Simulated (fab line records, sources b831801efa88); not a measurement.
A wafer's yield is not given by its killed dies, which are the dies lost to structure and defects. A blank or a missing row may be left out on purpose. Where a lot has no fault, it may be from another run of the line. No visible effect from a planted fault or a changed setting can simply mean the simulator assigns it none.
fab line records	flow sky130
[record] lots = 6	wafers = 18	last-day = 49
route steps=708 shown SD_N@344 PAD_OPEN@708
lots that met no fault: taken from a fault-free run of the same line
start-h: hours from the record's first day to the start of the lot's first wafer shown	wait-h: how many hours have passed since the lot's step before this one	" the same as in the row above	L1.1+2: a row that stands for several wafers	- value missing, or start not given	* or withheld: withheld	< > ~ a bound
route shown NAME@n: a module of which the file shows steps, and the number in the route of the first	usual: mean/standard deviation taken from wafers without a fault	same: alike in all rows	chamber/n: place in a boat	sites: per-site readings	_std_site: standard deviation of those values	_edge_site: inner sites' mean taken away from outer sites' mean	radius-mm: how far each site lies from the wafer's centre	mask NAME#n: copy n	behind: the last tool/chamber to shape the wafer	hold: what put the lot on hold/how long, in hours/how the hold closed	device: which transistor (n, p or np) failed to switch	end of line: the route-end tests of the same wafers	where a step has no rows: the recipe by itself	killed: the dies lost at the first sort to structure and to defects; this is not the yield of the wafer	map: a wafer's dies, x killed, . not, _ none there
set.NAME: the setting the step ran with; set.NAME@STEP: the setting that earlier step ran with	model.NAME: the simulator's own value behind a step, which no gauge read
certain route steps with their lots: each step a table, each wafer a row
services: from which hour (start-h, from the record's first day; less than 0 if before it) a tool's chamber was out of use, for how many hours, and why
[[steps]]
[step SKY_SD_N_COAT_02]
[recipe] resist = NOVOLAK	spin-rpm = 3000	resist-thk-nm = 1140
[step SKY_SD_N_SOFTBAKE_03]
[recipe] temp-c = 90	time-s = 60	resist = NOVOLAK
[step SKY_SD_N_EXPOSE_04]
[recipe] mask-id = NSDM	na = 0.6	source-shape = conventional	sigma-outer = 0.6	polarization = unpolarized	target-cd-nm = 380	dose-mj = 141
[step SKY_SD_N_PEB_05]
[recipe] temp-c = withheld	time-s = *	resist = NOVOLAK
[step SKY_SD_N_DEVELOP_06]
[recipe] resist = NOVOLAK	developer = TMAH	develop-time-s = 60	dev-temp-c = 23
[step SKY_SD_N_CD_MEAS_07]
[recipe] target-cd-nm = 380
[usual] cd-nm = 380.6/2.7
lot.wafer	tool	chamber	start-h	wait-h	cd-nm
L922.3	cd-sem-02	-	678.70	0.1	378.7
L922.5	"	-	"	"	379.0
L922.6	"	-	"	"	380.6
L925.2	cd-sem-01	-	702.63	0.1	384.0
L925.3	"	-	"	"	381.8
L925.6	"	-	"	"	381.6
L931.1	cd-sem-02	-	748.08	0.1	385.4
L931.2	"	-	"	"	388.5
L931.4	"	-	"	"	384.6
L937.1	cd-sem-02	-	785.71	0.1	375.0
L937.4	"	-	"	"	376.8
L937.5	"	-	"	"	375.3
L938.2	cd-sem-02	-	797.53	0.1	380.2
L938.3	"	-	"	"	379.5
L938.5	"	-	"	"	383.1
L939.1	cd-sem-02	-	799.56	0.1	382.5
L939.3	"	-	"	"	383.3
L939.6	"	-	"	"	380.0
[step SKY_SD_N_OVL_MEAS_08]
[usual] SD_N_OVL = 0.3/1.5
lot.wafer	tool	chamber	start-h	wait-h	SD_N_OVL[nm]
L922.3	overlay-02	-	678.79	0.1	3.2
L922.5	"	-	"	"	2.5
L922.6	"	-	"	"	2.0
L925.2	overlay-02	-	702.74	0.1	-0.7
L925.3	"	-	"	"	-0.8
L925.6	"	-	"	"	-1.9
L931.1	overlay-01	-	748.20	0.1	0.1
L931.2	"	-	"	"	-1.2
L931.4	"	-	"	"	-1.4
L937.1	overlay-01	-	785.83	0.1	-0.5
L937.4	"	-	"	"	0.1
L937.5	"	-	"	"	0.6
L938.2	overlay-02	-	797.63	0.1	1.7
L938.3	"	-	"	"	0.6
L938.5	"	-	"	"	-1.0
L939.1	overlay-02	-	799.68	0.1	2.0
L939.3	"	-	"	"	3.1
L939.6	"	-	"	"	0.6
[step SKY_SD_N_IMPLANT_09]
[recipe] species = As	energy-kev = 50	dose-cm2 = 4e+15	tilt-deg = 0
[step SKY_SD_N_IMPLANT_10]
[recipe] species = P	energy-kev = 20	dose-cm2 = 1e+14	tilt-deg = 0
[step SKY_SD_N_STRIP_11]
[recipe] chemistry = O2/N2	power-w = 1400	pressure-mtorr = 1500	platen-temp-c = withheld	o2-flow-sccm = 3000	n2-flow-sccm = 300	overash-fraction = 0.5
[usual] chamber-pressure-mTorr = 1500/3.1	drypump-motor-current-A = 5.5/0.39	o2-flow-sccm = 2999/8	oes-product-au = 0.528/0.0047	strip-time-to-endpoint-s = 22.56/0.036
[same] overash-fraction = 0.5
lot.wafer	tool	chamber	start-h	wait-h	chamber-pressure-mTorr	drypump-motor-current-A	o2-flow-sccm	oes-product-au	rf-hours-counter-h	strip-time-to-endpoint-s
L922.3	plasma-asher-04	0	679.14	0.1	1499	5.2	3014	0.531	-	22.59
L922.5	"	0	"	"	1498	5.2	3005	0.534	-	22.54
L922.6	"	1	"	"	1499	5.2	2985	0.524	-	22.59
L925.2	plasma-asher-03	0	703.07	0.1	1500	5.9	3002	0.523	61	22.52
L925.3	"	1	"	"	1499	6.7	3001	0.525	-	22.53
L925.6	"	0	"	"	1501	5.9	3000	0.526	-	22.49
L931.1	plasma-asher-02	1	748.54	0.1	1501	5.4	2998	0.534	0	22.58
L931.2	"	0	"	"	1499	5.7	3010	0.529	0	22.58
L931.4	"	1	"	"	1500	5.4	3011	0.531	-	22.60
L937.1	plasma-asher-04	1	786.16	0.1	1499	5.2	3003	0.531	90	22.59
L937.4	"	0	"	"	1501	5.2	2986	0.526	-	22.54
L937.5	"	1	"	"	1501	5.1	2998	0.532	-	22.57
L938.2	plasma-asher-04	0	797.96	0.1	1498	5.2	2987	0.519	91	22.50
L938.3	"	0	"	"	1497	5.2	3000	0.529	-	22.57
L938.5	"	0	"	"	1500	5.2	3003	0.525	-	22.52
L939.1	plasma-asher-02	0	800.01	0.1	1501	5.7	3006	0.523	6	22.61
L939.3	"	1	"	"	1500	5.4	3004	0.529	-	22.51
L939.6	"	0	"	"	1502	5.7	2996	0.532	-	22.58
[step SKY_SD_N_TW_MEAS_12]
[usual] SD_N_TW = 3977/24
lot.wafer	tool	chamber	start-h	wait-h	SD_N_TW
L922.3	film-metro-03	-	679.23	0.1	3974
L922.5	"	-	"	"	3987
L922.6	"	-	"	"	3985
L925.2	film-metro-03	-	703.18	0.1	3995
L925.3	"	-	"	"	4001
L925.6	"	-	"	"	3986
L931.1	film-metro-03	-	748.64	0.1	3987
L931.2	"	-	"	"	3975
L931.4	"	-	"	"	3972
L937.1	film-metro-01	-	786.26	0.1	4021
L937.4	"	-	"	"	4017
L937.5	"	-	"	"	4004
L938.2	film-metro-02	-	798.07	0.1	3966
L938.3	"	-	"	"	3955
L938.5	"	-	"	"	3953
L939.1	film-metro-01	-	800.11	0.1	4021
L939.3	"	-	"	"	3995
L939.6	"	-	"	"	4032
[step SKY_SD_N_CLEAN_13]
[recipe] chemistry = SC1/SC2	mix = 1:4:20	temp-c = 70	time-s = 150	dry = n2-spin
[step SKY_SD_N_RTA_14]
[recipe] temp-c = 1075	time-s = 2	idle-temp-c = 650	ramp-up-c-per-s = 150	ramp-down-c-per-s = 90	ambient = N2
[usual] lamp-power-pct = 15.73/0.053	ramp-up-c-per-s = 150.00/0.028	wafer_temp_C_max = 1078.1/1.5
lot.wafer	tool	chamber	start-h	wait-h	lamp-power-pct	ramp-up-c-per-s	wafer_temp_C_max
L922.3	rtp-anneal-01	0	679.34	0.0	15.67	150.03	1078.5
L922.5	"	0	"	"	15.74	149.99	1076.4
L922.6	"	0	"	"	15.69	149.99	1078.6
L925.2	rtp-anneal-02	0	703.29	0.0	15.73	150.01	1077.5
L925.3	"	0	"	"	15.81	150.00	1078.5
L925.6	"	0	"	"	15.77	150.03	1082.7
L925.2	rtp-anneal-02	0	703.51	0.2	15.72	150.03	1080.5
L925.3	"	0	"	"	15.69	150.00	1078.6
L925.6	"	0	"	"	15.74	149.98	1078.0
L931.1	rtp-anneal-02	0	748.75	0.0	15.71	149.99	1078.8
L931.2	"	0	"	"	15.76	149.98	1077.4
L931.4	"	0	"	"	15.75	150.02	1079.6
L931.1	rtp-anneal-02	0	748.97	0.2	15.73	150.00	1077.6
L931.2	"	0	"	"	15.79	150.00	1079.5
L931.4	"	0	"	"	15.70	149.98	1078.8
L937.1	rtp-anneal-02	0	786.38	0.0	15.77	150.01	1079.9
L937.4	"	0	"	"	15.76	150.02	1077.8
L937.5	"	0	"	"	15.67	150.04	1078.9
L938.2	rtp-anneal-01	0	798.19	0.0	15.84	149.93	1076.3
L938.3	"	0	"	"	15.80	149.98	1078.0
L938.5	"	0	"	"	15.77	149.97	1078.3
L939.1	rtp-anneal-02	0	800.22	0.0	15.70	150.00	1076.6
L939.3	"	0	"	"	15.86	149.96	1077.4
L939.6	"	0	"	"	15.80	150.01	1076.9
[step SKY_PAD_OPEN_PROBE_99]
[usual] killed_at_M0_to_M3 = 45/7.2	killed_at_M4_up = 3.0/1.8	killed-at-contacts = 25/6.1	killed-at-front-end = 14/4.4	killed-at-other = 0.2/0.44	killed-dies = 88/10	killed-open = 48/7.4	killed-short = 40/6.3
[same] gross-dies = 492	killed-at-back-side = 0
lot.wafer	tool	chamber	start-h	wait-h	killed_at_M0_to_M3	killed_at_M4_up	killed-at-contacts	killed-at-front-end	killed-at-other	killed-dies	killed-open	killed-short	model.etest.res-xhigh-po.line-ohm-um	model.etest.res-xhigh-po.rs-ohm-sq	model.etest.pfet_01v8.r-on-ohm-um	model.etest.res-pdiff.line-ohm-um	model.etest.pfet-g5v0d10v5.r-on-ohm-um	model.etest.res-high-po.line-ohm-um	model.etest.licon-high-po.rc-ohm	model.etest.res-ndiff.line-ohm-um
L922.3	prober-02	-	1102.88	0.2	45	0	32	13	0	90	54	36	5658	2004	2876	1365	4779	734.1	345.1	784.7
L922.5	prober-02	-	1102.98	0.2	46	3	19	9	0	77	41	36	5458	1914	2783	1391	4780	723.8	326.6	777
L922.6	prober-02	-	1103.03	0.2	39	5	15	14	0	73	41	32	5641	2009	2863	1371	4746	734.6	352.1	764.5
L925.2	prober-01	-	1120.07	0.1	38	5	26	17	1	87	41	46	4228	1496	2582	1132	4568	612.9	264.8	675.3
L925.3	prober-01	-	1120.12	0.2	45	4	22	11	0	82	42	40	4332	1500	2536	1146	4651	632.5	262.4	690.9
L925.6	prober-01	-	1120.27	0.2	27	4	26	15	0	72	36	36	4365	1544	2588	1134	4582	626.5	256.4	683.1
L931.1	prober-01	-	1149.49	0.1	49	2	25	14	0	90	51	39	4323	1505	2631	1168	4624	638.8	251.7	690
L931.2	prober-01	-	1149.54	0.1	49	5	15	26	0	95	39	56	4276	1473	2564	1154	4675	623.5	257.4	698.3
L931.4	prober-01	-	1149.64	0.2	53	3	25	13	1	95	53	42	4391	1512	2571	1196	4730	638	266.1	712.3
L937.1	prober-02	-	1176.93	0.1	40	3	20	24	1	88	51	37	5575	1963	2921	1383	4760	741.4	353.7	744.8
L937.4	prober-02	-	1177.08	0.2	40	4	22	9	1	76	44	32	5601	1944	2803	1376	4753	741.6	351.4	752.8
L937.5	prober-02	-	1177.13	0.2	42	4	11	14	0	71	35	36	5781	1994	2778	1374	4712	751.4	338.1	747.3
L938.2	prober-01	-	1183.28	0.1	30	5	35	17	0	87	45	42	5439	1899	2883	1375	4766	726.5	330.8	772.7
L938.3	prober-01	-	1183.33	0.2	50	4	21	19	1	95	50	45	5507	1939	2930	1406	4832	732.7	331.4	780.3
L938.5	prober-01	-	1183.43	0.2	36	8	17	20	0	81	35	46	5394	1949	2983	1360	4828	718.9	346.1	776.2
L939.1	prober-02	-	1186.18	0.1	42	2	23	14	0	81	50	31	5948	2055	2857	1397	4743	763.9	351.1	766.2
L939.3	prober-02	-	1186.28	0.2	46	4	17	14	1	82	48	34	5979	2066	2939	1388	4744	745.5	357.4	780.7
L939.6	prober-02	-	1186.43	0.2	33	6	22	11	0	72	46	26	5965	2047	2876	1383	4766	759.3	360.8	776.9
// killed by level:class
L922.3 CONTACT:geometric-particle:open=14 VIA1:geometric-particle:open=11 VIA3:geometric-particle:open=10 LI_CONTACT:geometric-particle:open=9 VIA3:geometric-particle:short=6 METAL1:geometric-particle:short=4 FIELD_ISO:geometric-particle:open=3 FIELD_ISO:geometric-particle:short=3
L922.5 VIA1:geometric-particle:open=10 VIA3:geometric-particle:open=8 CONTACT:geometric-particle:open=6 METAL3:geometric-particle:short=5 LI_CONTACT:geometric-particle:open=5 VIA2:geometric-particle:open=5 CONTACT:geometric-particle:short=4 METAL1:geometric-particle:short=4
L922.6 VIA1:geometric-particle:open=10 VIA2:geometric-particle:open=9 METAL2:geometric-particle:short=5 LI_CONTACT:geometric-particle:open=4 METAL1:geometric-particle:short=4 FIELD_ISO:geometric-particle:open=3 LI_CONTACT:geometric-particle:short=3 LOCAL_INTERCONNECT:geometric-particle:short=3
L925.2 CONTACT:geometric-particle:short=9 METAL1:geometric-particle:short=9 VIA3:geometric-particle:open=9 LI_CONTACT:geometric-particle:open=6 VIA2:geometric-particle:open=6 FIELD_ISO:geometric-particle:short=5 FIELD_ISO:geometric-particle:open=5 LI_CONTACT:geometric-particle:short=5
L925.3 VIA2:geometric-particle:open=10 LI_CONTACT:geometric-particle:open=9 VIA1:geometric-particle:open=7 METAL1:geometric-particle:short=7 CONTACT:geometric-particle:open=5 VIA3:geometric-particle:open=5 SPACER:geometric-particle:short=4 LI_CONTACT:geometric-particle:short=4
L925.6 VIA2:geometric-particle:open=8 LOCAL_INTERCONNECT:geometric-particle:short=7 CONTACT:geometric-particle:short=6 FIELD_ISO:geometric-particle:open=5 LI_CONTACT:geometric-particle:open=5 POLY_GATE:geometric-particle:open=4 CONTACT:geometric-particle:open=4 VIA1:geometric-particle:short=4
L931.1 VIA1:geometric-particle:open=14 CONTACT:geometric-particle:open=10 LI_CONTACT:geometric-particle:open=9 VIA2:geometric-particle:short=6 VIA3:geometric-particle:open=5 METAL2:geometric-particle:short=5 VIA2:geometric-particle:open=5 METAL3:geometric-particle:short=5
L931.2 POLY_GATE:geometric-particle:short=9 VIA1:geometric-particle:open=9 VIA3:geometric-particle:open=7 POLY_GATE:geometric-particle:open=6 VIA2:geometric-particle:short=6 METAL1:geometric-particle:short=6 VIA1:geometric-particle:short=6 CONTACT:geometric-particle:open=5
L931.4 VIA1:geometric-particle:open=12 CONTACT:geometric-particle:open=11 VIA3:geometric-particle:open=8 POLY_GATE:geometric-particle:open=6 METAL1:geometric-particle:short=6 LI_CONTACT:geometric-particle:open=5 METAL2:geometric-particle:short=5 VIA1:geometric-particle:short=5
L937.1 VIA1:geometric-particle:open=13 CONTACT:geometric-particle:open=8 FIELD_ISO:geometric-particle:open=6 LI_CONTACT:geometric-particle:open=6 VIA2:geometric-particle:open=6 FIELD_ISO:geometric-particle:short=5 METAL1:geometric-particle:short=4 VIA1:geometric-particle:short=4
L937.4 VIA1:geometric-particle:open=12 CONTACT:geometric-particle:open=9 VIA3:geometric-particle:open=8 METAL2:geometric-particle:short=6 LI_CONTACT:geometric-particle:open=5 VIA2:geometric-particle:open=5 FIELD_ISO:geometric-particle:short=4 LOCAL_INTERCONNECT:geometric-particle:short=4
L937.5 METAL1:geometric-particle:short=6 VIA1:geometric-particle:open=6 VIA3:geometric-particle:open=6 FIELD_ISO:geometric-particle:open=5 VIA2:geometric-particle:open=5 VIA2:geometric-particle:short=4 METAL2:geometric-particle:short=4 LI_CONTACT:geometric-particle:open=3
L938.2 LI_CONTACT:geometric-particle:open=10 CONTACT:geometric-particle:open=9 FIELD_ISO:geometric-particle:open=7 LI_CONTACT:geometric-particle:short=7 VIA1:geometric-particle:open=6 VIA2:geometric-particle:open=5 FIELD_ISO:geometric-particle:short=4 LOCAL_INTERCONNECT:geometric-particle:short=4
L938.3 METAL1:geometric-particle:short=11 VIA1:geometric-particle:open=10 VIA3:geometric-particle:open=9 VIA2:geometric-particle:open=8 CONTACT:geometric-particle:open=7 LOCAL_INTERCONNECT:geometric-particle:short=5 LI_CONTACT:geometric-particle:open=4 POLY_GATE:geometric-particle:short=3
L938.5 VIA1:geometric-particle:open=8 FIELD_ISO:geometric-particle:short=7 METAL4:geometric-particle:short=7 METAL1:geometric-particle:short=6 METAL3:geometric-particle:short=6 CONTACT:geometric-particle:open=5 VIA3:geometric-particle:open=5 POLY_GATE:geometric-particle:open=4
L939.1 VIA3:geometric-particle:open=11 LI_CONTACT:geometric-particle:open=10 VIA1:geometric-particle:open=10 POLY_GATE:geometric-particle:short=6 CONTACT:geometric-particle:open=6 VIA2:geometric-particle:open=6 METAL2:geometric-particle:short=5 METAL1:geometric-particle:short=4
L939.3 VIA1:geometric-particle:open=10 VIA3:geometric-particle:open=10 VIA2:geometric-particle:open=8 FIELD_ISO:geometric-particle:short=6 CONTACT:geometric-particle:open=6 LI_CONTACT:geometric-particle:open=5 VIA1:geometric-particle:short=5 METAL1:geometric-particle:short=4
L939.6 CONTACT:geometric-particle:open=11 VIA3:geometric-particle:open=8 VIA1:geometric-particle:open=7 VIA2:geometric-particle:open=5 METAL1:geometric-particle:short=4 LI_CONTACT:geometric-particle:open=4 METAL4:geometric-particle:short=4 FIELD_ISO:geometric-particle:open=3
[[services]]
tool	chamber	start-h	hours	kind
plasma-asher-03	-	719.81	0.5	repair
plasma-asher-03	-	724.72	9.7	repair
plasma-asher-02	-	733.75	9.0	pm
plasma-asher-02	0	733.75	9.0	vent-cycle
plasma-asher-02	1	733.75	9.0	vent-cycle
plasma-asher-02	0	742.75	-	clean
plasma-asher-02	1	742.75	-	clean
[[key]]
[first-sign] step = SKY_SD_N_RTA_14	reading = visit	direction = added
effect none on later readings
[model-effect] step = SKY_PAD_OPEN_PROBE_99	value = etest.res-xhigh-po.line-ohm-um	without = 5795	struck = 4319
met-at SKY_SD_N_RTA_14
struck-wafers L925.2,L925.3,L925.6,L931.1,L931.2,L931.4
tester-left-out L925,L931
[fault] kind = repeated-step-whole	tool = rtp-anneal-01,rtp-anneal-02	chamber = -	onset-h = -	steps = SKY_SD_N_RTA_14	times = 1	scope = struck-lots-only
// tester-left-out: of these lots the tester's yield and bins aren't shown, on N5 and GAA mostly nor the transistor test; their killed dies are dies lost to structure and defects alone, not to doping, threshold or leakage, so they don't give the yield
